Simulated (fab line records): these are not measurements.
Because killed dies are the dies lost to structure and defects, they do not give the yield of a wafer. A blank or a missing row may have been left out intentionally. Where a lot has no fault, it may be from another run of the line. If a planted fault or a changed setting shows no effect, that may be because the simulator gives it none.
fab line records	flow sfq_line
record: lots: 5	wafers: 23
route steps=325 shown I1@74 M2@92 I2@104 M3@123 I3@138 M4@152
start_h: hours from the record's first day to the start of the lot's first wafer shown	wait_h: hours from the lot's prior step to this one	" the same as in the row above	L1.1+2: a single row standing in for several wafers	- either no value or no given start	* or withheld: withheld	< > ~ a bound
route shown NAME@n: names a module that has steps shown in the file, with the first one's number in the route	usual: average and standard deviation across the fault-free wafers	same: alike in all rows	chamber/n: place in a boat	sites: readings site by site	_std_site: their standard deviation	_edge_site: outer sites' mean less inner sites'	radius_mm: how far each site lies from the wafer's centre	mask NAME#n: copy n	behind: the most recent tool/chamber to have shaped the wafer	hold: why the lot was held/for how many hours/how that ended	device: transistor that didn't switch, given as n, p or np	end of line: at the end of the route, the tests of the same wafers	step lacking rows: just its recipe	killed: count of dies lost to structure and defects at first sort (not the wafer's yield)	map: dies across one wafer; x = killed, . = not, _ = none there
set.NAME: the setting as run; set.NAME@STEP: as run at that earlier step	model.NAME: the simulator's own value behind a step, which no gauge read
one table per step and one row per wafer, for lots whose settings were changed on purpose
== steps ==
step: SFQ_TRILAYER_I1_CMP_CMP_046
recipe: material: SiO2	down_force_psi: 3	platen_rpm: 60	pad_velocity_m_s: 0.94248
lot.wafer	tool	chamber	start_h	wait_h	set.leave_above_ref_nm	model.SiO2_of_TRILAYER_I1_DEP_PECVD_045.thk_nm
L074.3	cmp-02	3	279.19	1.2	210	209.7
L074.2	"	0	"	"	210	208
L074.4	"	2	280.69	2.7	200	199.6
L074.5	"	3	"	"	200	199.5
L074.6	"	0	"	"	210	208.3
L076.4	cmp-02	1	300.19	3.8	195.4	196.4
L076.2	"	2	"	"	200	201.4
L076.1	"	3	"	"	200	200.3
L076.3	"	0	"	"	200	200.8
L076.6	"	1	"	"	195.4	195.9
L077.2	cmp-02	3	309.69	1.3	191.7	192
L077.4+5	"	0,3	"	"	200	200.3
L077.3	"	1	"	"	200	199.8
L077.6	"	2	"	"	191.7	193.1
L079.1	cmp-01	0	328.83	0.0	200	199.6
L079.3	"	2	329.83	1.0	185.4	185.3
L079.4	"	3	"	"	200	199.3
L079.6	"	0	"	"	200	198.3
L079.5	"	1	"	"	185.4	184.7
L083.1	cmp-01	0	355.03	2.2	200	197.2
L083.2	"	1	"	"	200	199.5
L083.6	"	2	"	"	200	200.3
step: SFQ_TRILAYER_I1_METRO_MEASURE_047
usual: thk_nm: 199.8/1.1
lot.wafer	tool	chamber	start_h	wait_h	set.leave_above_ref_nm@TRILAYER_I1_CMP_CMP_046	thk_nm
L074.2	film_metro-03	-	282.51	0.3	210	207.8
L074.3	"	-	"	"	210	209.7
L074.4	"	-	"	"	200	199.7
L074.5	"	-	"	"	200	199.5
L074.6	"	-	"	"	210	208.3
L076.1	film_metro-01	-	303.31	0.1	200	200.2
L076.2	"	-	"	"	200	201.4
L076.3	"	-	"	"	200	200.7
L076.4	"	-	"	"	195.4	196.5
L076.6	"	-	"	"	195.4	195.8
L077.2	film_metro-01	-	312.51	0.3	191.7	191.9
L077.3	"	-	"	"	200	199.8
L077.4	"	-	"	"	200	200.4
L077.5	"	-	"	"	200	200.4
L077.6	"	-	"	"	191.7	193.2
L079.1	film_metro-01	-	331.95	0.1	200	199.5
L079.3	"	-	"	"	185.4	185.3
L079.4	"	-	"	"	200	199.4
L079.5	"	-	"	"	185.4	184.7
L079.6	"	-	"	"	200	198.2
L083.1	film_metro-03	-	357.20	0.1	200	197.3
L083.2	"	-	"	"	200	199.6
L083.6	"	-	"	"	200	200.3
step: SFQ_TRILAYER_I1_VIA_LITHO_EXPOSE_050
recipe: mask_id: I1	na: 0.6	source_shape: conventional	sigma_outer: 0.65	target_cd_nm: 500	dose_mj: 21.3
lot.wafer	tool	chamber	start_h	wait_h	mask	set.dose_mj
L074.2+3+5	krf_scanner-01	0	328.86	-	I1#0	21.3
L074.4+6	"	0	"	"	I1#0	20.36
L076.1+2	krf_scanner-01	0	352.66	-	I1#0	21.3
L076.3+4+6	"	0	"	"	I1#0	21.98
L077.2+4	krf_scanner-01	0	362.81	-	I1#0	21.3
L077.3+5+6	"	0	"	"	I1#0	20.86
L079.1+3+5	krf_scanner-01	0	384.01	-	I1#0	21.3
L079.4+6	"	0	"	"	I1#0	21.98
L083.1+2+6	krf_scanner-01	0	412.91	-	I1#0	21.3
step: SFQ_TRILAYER_I1_VIA_LITHO_PEB_052
recipe: peb_temp_c: 115	peb_time_s: 60	resist: KrF
step: SFQ_TRILAYER_I1_VIA_LITHO_DEVELOP_051
recipe: time_s: 60	resist: KrF
step: SFQ_TRILAYER_I1_VIA_BARC_OPEN_VIA_ETCH_071
recipe: mask_material: PR	chemistry: O2	target_depth_nm: 125	target: BARC	source_w: 500	bias_w: 80	pressure_mtorr: 30	time_s: 41.7
lot.wafer	tool	chamber	start_h	wait_h	set.dose_mj@TRILAYER_I1_VIA_LITHO_EXPOSE_050	model.I1.cd_nm
L074.2	rie_diel-01	3	330.19	0.0	21.3	498.7
L074.3	"	2	"	"	21.3	500.7
L074.4	"	1	"	"	20.36	492.9
L074.5	"	3	"	"	21.3	498.1
L074.6	"	0	"	"	20.36	491.9
L076.1	rie_diel-01	2	354.19	0.0	21.3	499.8
L076.2	"	0	"	"	21.3	498.8
L076.3	"	3	"	"	21.98	504.2
L076.4	"	1	"	"	21.98	502.8
L076.6	"	3	"	"	21.98	504.4
L077.2	rie_diel-04	0	364.14	0.0	21.3	500.3
L077.3	"	1	"	"	20.86	498.1
L077.4	"	2	"	"	21.3	499.7
L077.5	"	3	"	"	20.86	496.6
L077.6	"	0	"	"	20.86	497
L079.1	rie_diel-04	3	385.54	0.0	21.3	498.9
L079.3	"	2	"	"	21.3	499.1
L079.4	"	0	"	"	21.98	503.9
L079.5	"	0	"	"	21.3	500
L079.6	"	1	"	"	21.98	503.8
L083.1	rie_diel-04	2	414.44	0.0	21.3	496.8
L083.2	"	3	"	"	21.3	497.1
L083.6	"	2	"	"	21.3	496.9
step: SFQ_TRILAYER_I1_VIA_ETCH_VIA_ETCH_052
recipe: target: SiO2	stop_on: Nb	mask_material: PR	taper_deg: 20	chemistry: CHF3	target_depth_nm: 260	source_w: 500	bias_w: 80	pressure_mtorr: 30	time_s: withheld
usual: oes_product_au: 0.854/0.0054
lot.wafer	tool	chamber	start_h	wait_h	set.bias_w	set.leave_above_ref_nm@TRILAYER_I1_CMP_CMP_046	set.dose_mj@TRILAYER_I1_VIA_LITHO_EXPOSE_050	oes_product_au	model.I1.feature_depth_nm	model.I1.cd_nm
L074.2	rie_diel-01	3	330.23	0.0	80	210	21.3	0.869	208	498.9
L074.3	"	2	"	"	70.4	210	21.3	0.874	209.7	498.8
L074.4	"	1	"	"	70.4	200	20.36	0.850	199.6	494.3
L074.5	"	3	"	"	70.4	200	21.3	0.851	199.5	497.9
L074.6	"	0	"	"	80	210	20.36	0.872	208.3	490.5
L076.1	rie_diel-01	2	354.23	0.0	73.62	200	21.3	0.859	200.3	499.6
L076.2	"	0	"	"	73.62	200	21.3	0.851	201.4	497.4
L076.3	"	3	"	"	80	200	21.98	0.848	200.8	504.2
L076.4	"	1	"	"	80	195.4	21.98	0.846	196.4	504.1
L076.6	"	3	"	"	73.62	195.4	21.98	0.857	195.9	503.9
L077.2	rie_diel-04	0	364.18	0.0	71.92	191.7	21.3	0.836	192	500.3
L077.3	"	1	"	"	71.92	200	20.86	0.859	199.8	499
L077.4	"	2	"	"	71.92	200	21.3	0.862	200.3	498.4
L077.5	"	3	"	"	80	200	20.86	0.857	200.3	495.8
L077.6	"	0	"	"	80	191.7	20.86	0.834	193.1	495.9
L079.1	rie_diel-04	3	385.58	0.0	89.3	200	21.3	0.858	200.5	496.9
L079.3	"	2	"	"	89.3	185.4	21.3	0.822	186.2	497.3
L079.4	"	0	"	"	89.3	200	21.98	0.854	200.3	503.4
L079.5	"	0	"	"	80	185.4	21.3	0.817	184.7	499
L079.6	"	1	"	"	80	200	21.98	0.848	198.3	504.5
L083.1	rie_diel-04	2	414.48	0.0	80	200	21.3	0.850	197.2	498.3
L083.2	"	3	"	"	80	200	21.3	0.859	199.5	496.8
L083.6	"	2	"	"	80	200	21.3	0.860	200.3	498.5
step: SFQ_TRILAYER_M2_LITHO_COAT_062
recipe: resist: BARC	spin_rpm: 3000	resist_thk_nm: 62
lot.wafer	tool	chamber	start_h	wait_h	set.resist_thk_nm	model.BARC_of_TRILAYER_M2_LITHO_COAT_062.thk_nm
L074.2	litho_track-01	0	331.47	0.1	62	62.29
L074.3	"	0	"	"	62	62.19
L074.4	"	0	"	"	59.59	59.89
L074.5	"	0	"	"	59.59	59.85
L074.6	"	0	"	"	59.59	59.76
L076.1	litho_track-01	0	355.42	0.1	62	61.97
L076.2	"	0	"	"	62	62.21
L076.3	"	0	"	"	62	61.85
L076.4	"	0	"	"	62	61.86
L076.6	"	0	"	"	62	62.11
L077.2	litho_track-02	0	365.44	0.1	62	61.55
L077.3	"	0	"	"	62	61.71
L077.4	"	0	"	"	58.42	58.15
L077.5	"	0	"	"	58.42	58.41
L077.6	"	0	"	"	58.42	58.12
L079.1	litho_track-04	0	386.77	0.1	62	62.23
L079.3	"	0	"	"	62	62.15
L079.4	"	0	"	"	63.25	63.41
L079.5	"	0	"	"	63.25	63.43
L079.6	"	0	"	"	62	62.1
L083.1	litho_track-01	0	415.67	0.1	62	61.95
L083.2	"	0	"	"	62	62
L083.6	"	0	"	"	62	62.39
step: SFQ_TRILAYER_I2_CMP_CMP_064
recipe: material: SiO2	down_force_psi: 3	platen_rpm: 60	pad_velocity_m_s: 0.94248
lot.wafer	tool	chamber	start_h	wait_h	set.leave_above_ref_nm	model.SiO2_of_TRILAYER_I2_DEP_PECVD_063.thk_nm
L074.4	cmp-02	0	384.42	1.2	190.6	189.9
L074.2	"	1	"	"	190.6	191.6
L074.3	"	2	"	"	200	201.7
L074.5	"	0	386.42	3.2	190.6	189.7
L074.6	"	1	"	"	200	199.6
L076.3	cmp-01	3	415.61	3.0	200	199.3
L076.1	"	0	"	"	200	200.4
L076.4	"	1	"	"	200	201.2
L076.2	"	2	"	"	200	202.5
L076.6	"	3	"	"	200	199.9
L077.4	cmp-01	0	425.11	3.6	190.1	190
L077.3	"	1	"	"	200	201
L077.2	"	2	"	"	200	200.3
L077.5	"	3	"	"	190.1	188.3
L077.6	"	0	"	"	200	200
L079.1	cmp-02	0	442.62	0.8	200	200.3
L079.4	"	1	"	"	194.7	195.1
L079.3	"	2	"	"	200	202.4
L079.5	"	3	"	"	194.7	195.4
L079.6	"	0	"	"	194.7	194.5
L083.1	cmp-01	0	469.98	0.5	200	198.6
L083.2	"	1	"	"	200	199.7
L083.6	"	0	471.98	2.5	200	199.4
step: SFQ_TRILAYER_I2_METRO_MEASURE_065
usual: thk_nm: 199.9/1.3
lot.wafer	tool	chamber	start_h	wait_h	set.leave_above_ref_nm@TRILAYER_I2_CMP_CMP_064	thk_nm
L074.2	film_metro-02	-	387.74	0.3	190.6	191.7
L074.3	"	-	"	"	200	201.7
L074.4	"	-	"	"	190.6	190.0
L074.5	"	-	"	"	190.6	189.7
L074.6	"	-	"	"	200	199.5
L076.1	film_metro-02	-	418.73	0.1	200	200.3
L076.2	"	-	"	"	200	202.7
L076.3	"	-	"	"	200	199.1
L076.4	"	-	"	"	200	201.2
L076.6	"	-	"	"	200	199.8
L077.2	film_metro-04	-	427.93	0.3	200	200.2
L077.3	"	-	"	"	200	200.8
L077.4	"	-	"	"	190.1	190.0
L077.5	"	-	"	"	190.1	188.3
L077.6	"	-	"	"	200	199.8
L079.1	film_metro-04	-	445.24	0.1	200	200.2
L079.3	"	-	"	"	200	202.6
L079.4	"	-	"	"	194.7	195.1
L079.5	"	-	"	"	194.7	195.3
L079.6	"	-	"	"	194.7	194.5
L083.1	film_metro-03	-	472.60	0.1	200	198.9
L083.2	"	-	"	"	200	199.7
L083.6	"	-	"	"	200	199.5
step: SFQ_TRILAYER_I2_VIA_LITHO_COAT_067
recipe: resist: KrF	spin_rpm: 3000	resist_thk_nm: 650
lot.wafer	tool	chamber	start_h	wait_h	set.spin_rpm	model.KrF_of_TRILAYER_I2_VIA_LITHO_COAT_067.thk_nm
L074.2	litho_track-01	0	389.09	0.2	3000	650.3
L074.3	"	0	"	"	3000	651.6
L074.4	"	0	"	"	3085	639.2
L074.5	"	0	"	"	3085	640.7
L074.6	"	0	"	"	3000	651.4
L076.1	litho_track-03	0	420.23	0.2	2812	672
L076.2	"	0	"	"	2812	671.4
L076.3	"	0	"	"	3000	651.1
L076.4	"	0	"	"	2812	673.3
L076.6	"	0	"	"	3000	652.1
L077.2	litho_track-03	0	429.28	0.2	2838	669.8
L077.3	"	0	"	"	3000	650.6
L077.4	"	0	"	"	3000	651
L077.5	"	0	"	"	2838	668.9
L077.6	"	0	"	"	3000	651.8
L079.1	litho_track-01	0	446.74	0.2	2886	667.2
L079.3	"	0	"	"	3000	653.6
L079.4	"	0	"	"	3000	652.8
L079.5	"	0	"	"	2886	665.5
L079.6	"	0	"	"	3000	653.4
L083.1	litho_track-04	0	474.10	0.2	3000	653.5
L083.2	"	0	"	"	3000	649.6
L083.6	"	0	"	"	3000	651.5
step: SFQ_TRILAYER_I2_VIA_ETCH_VIA_ETCH_070
recipe: target: SiO2	stop_on: Nb	mask_material: PR	taper_deg: 20	chemistry: CHF3	target_depth_nm: 260	source_w: 500	bias_w: 80	pressure_mtorr: 30	time_s: withheld
usual: oes_product_au: 0.854/0.0053
lot.wafer	tool	chamber	start_h	wait_h	set.source_w	set.leave_above_ref_nm@TRILAYER_I2_CMP_CMP_064	oes_product_au	model.I2.feature_depth_nm
L074.2	rie_diel-04	3	508.23	0.0	500	190.6	0.830	191.6
L074.3	"	1	"	"	500	200	0.860	201.7
L074.4	"	1	"	"	500	190.6	0.826	189.9
L074.5	"	0	"	"	500	190.6	0.824	189.7
L074.6	"	3	"	"	500	200	0.854	199.6
L076.1	rie_diel-03	0	545.18	0.0	535.3	200	0.852	200.9
L076.2	"	1	"	"	500	200	0.863	202.5
L076.3	"	2	"	"	500	200	0.860	199.3
L076.4	"	3	"	"	535.3	200	0.865	201.8
L076.6	"	2	"	"	535.3	200	0.856	200.4
L077.2	rie_diel-03	1	557.18	0.0	500	200	0.857	200.3
L077.3	"	3	"	"	559.7	200	0.861	201.9
L077.4	"	3	"	"	500	190.1	0.836	190
L077.5	"	1	"	"	559.7	190.1	0.825	189.2
L077.6	"	2	"	"	500	200	0.855	200
L079.1	rie_diel-03	1	573.98	0.0	500	200	0.855	200.3
L079.3	"	0	"	"	515.4	200	0.862	202.7
L079.4	"	3	"	"	515.4	194.7	0.844	195.3
L079.5	"	0	"	"	500	194.7	0.845	195.4
L079.6	"	1	"	"	500	194.7	0.841	194.5
L083.1	rie_diel-02	3	603.53	0.0	500	200	0.859	198.6
L083.2	"	0	"	"	500	200	0.848	199.7
L083.6	"	2	"	"	500	200	0.846	199.4
step: SFQ_TRILAYER_M3_LITHO_COAT_075
recipe: resist: KrF	spin_rpm: 3000	resist_thk_nm: 600
lot.wafer	tool	chamber	start_h	wait_h	set.spin_rpm	model.KrF_of_TRILAYER_M3_LITHO_COAT_075.thk_nm
L074.2	litho_track-02	0	509.76	0.2	3000	598.5
L074.3	"	0	"	"	3000	599.4
L074.4	"	0	"	"	3000	597.9
L074.5	"	0	"	"	3120	588.2
L074.6	"	0	"	"	3120	586.5
L076.1	litho_track-04	0	546.67	0.2	3000	598.9
L076.2	"	0	"	"	2821	618.9
L076.3	"	0	"	"	2821	617.4
L076.4	"	0	"	"	3000	599.7
L076.6	"	0	"	"	2821	617.2
L077.2	litho_track-04	0	558.72	0.2	3121	589.5
L077.3	"	0	"	"	3000	600.6
L077.4	"	0	"	"	3000	599.9
L077.5	"	0	"	"	3121	589.2
L077.6	"	0	"	"	3121	588.4
L079.1	litho_track-04	0	575.47	0.2	2793	624.9
L079.3	"	0	"	"	3000	603
L079.4	"	0	"	"	3000	602.3
L079.5	"	0	"	"	3000	602.6
L079.6	"	0	"	"	2793	622.9
L083.1	litho_track-02	0	605.02	0.2	3000	601.7
L083.2	"	0	"	"	3000	600.9
L083.6	"	0	"	"	3000	601.6
step: SFQ_TRILAYER_M3_BARC_OPEN_METAL_ETCH_100
recipe: mask_material: PR	chemistry: O2	target_depth_nm: 125	target: BARC	icp_w: 600	bias_w: 80	pressure_mtorr: 10	time_s: 41.7
lot.wafer	tool	chamber	start_h	wait_h	set.icp_w	set.spin_rpm@TRILAYER_M3_LITHO_COAT_075	model.KrF_of_TRILAYER_M3_LITHO_COAT_075.thk_nm
L074.2	rie_metal-04	0	562.59	0.0	667.9	3000	517.4
L074.3	"	0	"	"	667.9	3000	518.3
L074.4	"	1	"	"	600	3000	521.9
L074.5	"	1	"	"	667.9	3120	507.7
L074.6	"	0	"	"	600	3120	510.6
L076.1	rie_metal-04	0	604.69	0.0	600	3000	523.5
L076.2	"	1	"	"	600	2821	543.3
L076.3	"	1	"	"	600	2821	541.9
L076.4	"	0	"	"	662.8	3000	519.3
L076.6	"	0	"	"	662.8	2821	537.1
L077.2	rie_metal-04	1	620.10	0.0	600	3121	514
L077.3	"	0	"	"	600	3000	525.5
L077.4	"	1	"	"	600	3000	524.4
L077.5	"	1	"	"	619.3	3121	512.1
L077.6	"	0	"	"	619.3	3121	511.4
L079.1	rie_metal-04	1	638.10	0.0	642.8	2793	545.7
L079.3	"	1	"	"	642.8	3000	523.6
L079.4	"	0	"	"	600	3000	525.8
L079.5	"	1	"	"	642.8	3000	523.1
L079.6	"	0	"	"	600	2793	546.8
L083.1	rie_metal-01	1	667.01	0.0	600	3000	525.1
L083.2	"	0	"	"	600	3000	524.5
L083.6	"	1	"	"	600	3000	525
step: SFQ_TRILAYER_M3_ETCH_METAL_ETCH_078
recipe: target: Nb	stop_on: SiO2	mask_material: PR	chemistry: Cl2/Ar	target_depth_nm: 240	icp_w: 600	bias_w: 80	pressure_mtorr: 10	time_s: 120
lot.wafer	tool	chamber	start_h	wait_h	set.spin_rpm@TRILAYER_M3_LITHO_COAT_075	model.KrF_of_TRILAYER_M3_LITHO_COAT_075.thk_nm
L074.2	rie_metal-04	0	562.65	0.0	3000	379.3
L074.3	"	0	"	"	3000	380
L074.4	"	1	"	"	3000	383.2
L074.5	"	1	"	"	3120	370
L074.6	"	0	"	"	3120	370.1
L076.1	rie_metal-04	0	604.75	0.0	3000	385.6
L076.2	"	1	"	"	2821	406.2
L076.3	"	1	"	"	2821	405
L076.4	"	0	"	"	3000	380.8
L076.6	"	0	"	"	2821	398.9
L077.2	rie_metal-04	1	620.16	0.0	3121	375.4
L077.3	"	0	"	"	3000	387.7
L077.4	"	1	"	"	3000	387.1
L077.5	"	1	"	"	3121	374.6
L077.6	"	0	"	"	3121	372.3
L079.1	rie_metal-04	1	638.16	0.0	2793	407.7
L079.3	"	1	"	"	3000	386.3
L079.4	"	0	"	"	3000	385.6
L079.5	"	1	"	"	3000	386
L079.6	"	0	"	"	2793	408.5
L083.1	rie_metal-01	1	667.07	0.0	3000	384.6
L083.2	"	0	"	"	3000	384.3
L083.6	"	1	"	"	3000	383.5
step: SFQ_TRILAYER_I3_VIA_LITHO_COAT_085
recipe: resist: KrF	spin_rpm: 3000	resist_thk_nm: 650
lot.wafer	tool	chamber	start_h	wait_h	set.resist_thk_nm	model.KrF_of_TRILAYER_I3_VIA_LITHO_COAT_085.thk_nm
L074.2	litho_track-02	0	573.54	0.2	688.4	692.3
L074.3	"	0	"	"	650	652.2
L074.4	"	0	"	"	650	651.2
L074.5	"	0	"	"	650	651.4
L074.6	"	0	"	"	688.4	690.7
L076.1	litho_track-02	0	619.30	0.2	667.9	667.6
L076.2	"	0	"	"	667.9	666.9
L076.3	"	0	"	"	650	650
L076.4	"	0	"	"	650	650.1
L076.6	"	0	"	"	650	649.4
L077.2	litho_track-03	0	631.35	0.2	650	650.6
L077.3	"	0	"	"	639.6	640.7
L077.4	"	0	"	"	650	649.3
L077.5	"	0	"	"	639.6	638.8
L077.6	"	0	"	"	639.6	641.2
L079.1	litho_track-01	0	652.30	0.2	650	647.1
L079.3	"	0	"	"	650	648.5
L079.4	"	0	"	"	650	648.3
L079.5	"	0	"	"	650	649
L079.6	"	0	"	"	650	649.7
L083.1	litho_track-01	0	673.50	0.2	650	650.3
L083.2	"	0	"	"	650	652.2
L083.6	"	0	"	"	650	652.1
step: SFQ_TRILAYER_I3_VIA_LITHO_SOFTBAKE_089
recipe: temp_c: withheld	time_s: withheld	resist: KrF
step: SFQ_TRILAYER_I3_VIA_LITHO_EXPOSE_086
recipe: mask_id: I3	na: 0.6	source_shape: conventional	sigma_outer: 0.65	target_cd_nm: 500	dose_mj: 21.3
step: SFQ_TRILAYER_I3_VIA_LITHO_DEVELOP_087
recipe: time_s: 60	resist: KrF
step: SFQ_TRILAYER_I3_VIA_BARC_OPEN_VIA_ETCH_121
recipe: mask_material: PR	chemistry: O2	target_depth_nm: 125	target: BARC	source_w: 500	bias_w: 80	pressure_mtorr: 30	time_s: 41.7
lot.wafer	tool	chamber	start_h	wait_h	set.resist_thk_nm@TRILAYER_I3_VIA_LITHO_COAT_085	model.KrF_of_TRILAYER_I3_VIA_LITHO_COAT_085.thk_nm
L074.2	rie_diel-01	3	635.70	0.0	688.4	617.3
L074.3	"	1	"	"	650	576.1
L074.4	"	0	"	"	650	574.6
L074.5	"	1	"	"	650	576.4
L074.6	"	2	"	"	688.4	614.8
L076.1	rie_diel-04	2	680.21	0.0	667.9	589.7
L076.2	"	1	"	"	667.9	589.1
L076.3+4	"	0,2	"	"	650	572.8
L076.6	"	1	"	"	650	571.3
L077.2	rie_diel-04	3	693.41	0.0	650	573.9
L077.3	"	1	"	"	639.6	563.4
L077.4	"	2	"	"	650	572.2
L077.5	"	2	"	"	639.6	562.4
L077.6	"	1	"	"	639.6	564.4
L079.1	rie_diel-04	0	715.76	0.0	650	570.7
L079.3	"	3	"	"	650	572.2
L079.4	"	2	"	"	650	571.4
L079.5+6	"	0,1	"	"	650	572.6
L083.1	rie_diel-02	0	735.96	0.0	650	573.8
L083.2	"	2	"	"	650	575.2
L083.6	"	2	"	"	650	575.1
step: SFQ_TRILAYER_M4_LITHO_COAT_098
recipe: resist: BARC	spin_rpm: 3000	resist_thk_nm: 62
lot.wafer	tool	chamber	start_h	wait_h	set.resist_thk_nm	model.BARC_of_TRILAYER_M4_LITHO_COAT_098.thk_nm
L074.2	litho_track-01	0	636.99	0.1	62	62.05
L074.3	"	0	"	"	62	61.81
L074.4	"	0	"	"	62	61.8
L074.5	"	0	"	"	62	62.03
L074.6	"	0	"	"	62	62.16
L076.1	litho_track-02	0	681.44	0.1	62	62.26
L076.2	"	0	"	"	62	62.35
L076.3	"	0	"	"	62	62.2
L076.4	"	0	"	"	62	62.17
L076.6	"	0	"	"	62	62.42
L077.2	litho_track-04	0	694.69	0.1	62	62.13
L077.3	"	0	"	"	62	61.89
L077.4	"	0	"	"	63.94	63.92
L077.5	"	0	"	"	62	61.91
L077.6	"	0	"	"	63.94	64.03
L079.1	litho_track-04	0	717.01	0.1	62	62.14
L079.3	"	0	"	"	62	62.19
L079.4	"	0	"	"	62	62.31
L079.5	"	0	"	"	64.66	64.98
L079.6	"	0	"	"	64.66	64.83
L083.1	litho_track-04	0	737.19	0.1	62	61.85
L083.2	"	0	"	"	62	61.84
L083.6	"	0	"	"	62	61.7
== key ==
split: step: SFQ_TRILAYER_I1_CMP_CMP_046	setting: leave_above_ref_nm	stated: 200	by: wafer
response: step: SFQ_TRILAYER_I1_CMP_CMP_046	reading: model.SiO2_of_TRILAYER_I1_DEP_PECVD_045.thk_nm	change: +1.89	per: 1%	r: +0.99
response: step: SFQ_TRILAYER_I1_METRO_MEASURE_047	reading: thk_nm	change: +1.89	per: 1%	r: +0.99
response: step: SFQ_TRILAYER_I1_VIA_ETCH_VIA_ETCH_052	reading: oes_product_au	change: +0.00454	per: 1%	r: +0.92
response: step: SFQ_TRILAYER_I1_VIA_ETCH_VIA_ETCH_052	reading: model.I1.feature_depth_nm	change: +1.9	per: 1%	r: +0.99
split: step: SFQ_TRILAYER_I1_VIA_LITHO_EXPOSE_050	setting: dose_mj	stated: 21.3	by: wafer
response: step: SFQ_TRILAYER_I1_VIA_BARC_OPEN_VIA_ETCH_071	reading: model.I1.cd_nm	change: +1.46	per: 1%	r: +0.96
response: step: SFQ_TRILAYER_I1_VIA_ETCH_VIA_ETCH_052	reading: model.I1.cd_nm	change: +1.58	per: 1%	r: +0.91
split: step: SFQ_TRILAYER_I1_VIA_ETCH_VIA_ETCH_052	setting: bias_w	stated: 80	by: wafer
response none clear
split: step: SFQ_TRILAYER_M2_LITHO_COAT_062	setting: resist_thk_nm	stated: 62	by: wafer
response: step: SFQ_TRILAYER_M2_LITHO_COAT_062	reading: model.BARC_of_TRILAYER_M2_LITHO_COAT_062.thk_nm	change: +0.601	per: 1%	r: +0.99
split: step: SFQ_TRILAYER_I2_CMP_CMP_064	setting: leave_above_ref_nm	stated: 200	by: wafer
response: step: SFQ_TRILAYER_I2_CMP_CMP_064	reading: model.SiO2_of_TRILAYER_I2_DEP_PECVD_063.thk_nm	change: +2.26	per: 1%	r: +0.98
response: step: SFQ_TRILAYER_I2_METRO_MEASURE_065	reading: thk_nm	change: +2.24	per: 1%	r: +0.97
response: step: SFQ_TRILAYER_I2_VIA_ETCH_VIA_ETCH_070	reading: oes_product_au	change: +0.00593	per: 1%	r: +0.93
response: step: SFQ_TRILAYER_I2_VIA_ETCH_VIA_ETCH_070	reading: model.I2.feature_depth_nm	change: +2.24	per: 1%	r: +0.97
split: step: SFQ_TRILAYER_I2_VIA_LITHO_COAT_067	setting: spin_rpm	stated: 3000	by: wafer
response: step: SFQ_TRILAYER_I2_VIA_LITHO_COAT_067	reading: model.KrF_of_TRILAYER_I2_VIA_LITHO_COAT_067.thk_nm	change: -3.4	per: 1%	r: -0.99
split: step: SFQ_TRILAYER_I2_VIA_ETCH_VIA_ETCH_070	setting: source_w	stated: 500	by: wafer
response none clear
split: step: SFQ_TRILAYER_M3_LITHO_COAT_075	setting: spin_rpm	stated: 3000	by: wafer
response: step: SFQ_TRILAYER_M3_LITHO_COAT_075	reading: model.KrF_of_TRILAYER_M3_LITHO_COAT_075.thk_nm	change: -3.01	per: 1%	r: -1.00
response: step: SFQ_TRILAYER_M3_BARC_OPEN_METAL_ETCH_100	reading: model.KrF_of_TRILAYER_M3_LITHO_COAT_075.thk_nm	change: -3.11	per: 1%	r: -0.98
response: step: SFQ_TRILAYER_M3_ETCH_METAL_ETCH_078	reading: model.KrF_of_TRILAYER_M3_LITHO_COAT_075.thk_nm	change: -3.2	per: 1%	r: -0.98
split: step: SFQ_TRILAYER_M3_BARC_OPEN_METAL_ETCH_100	setting: icp_w	stated: 600	by: wafer
response none clear
split: step: SFQ_TRILAYER_I3_VIA_LITHO_COAT_085	setting: resist_thk_nm	stated: 650	by: wafer
response: step: SFQ_TRILAYER_I3_VIA_LITHO_COAT_085	reading: model.KrF_of_TRILAYER_I3_VIA_LITHO_COAT_085.thk_nm	change: +6.64	per: 1%	r: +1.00
response: step: SFQ_TRILAYER_I3_VIA_BARC_OPEN_VIA_ETCH_121	reading: model.KrF_of_TRILAYER_I3_VIA_LITHO_COAT_085.thk_nm	change: +6.69	per: 1%	r: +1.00
split: step: SFQ_TRILAYER_M4_LITHO_COAT_098	setting: resist_thk_nm	stated: 62	by: wafer
response: step: SFQ_TRILAYER_M4_LITHO_COAT_098	reading: model.BARC_of_TRILAYER_M4_LITHO_COAT_098.thk_nm	change: +0.632	per: 1%	r: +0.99
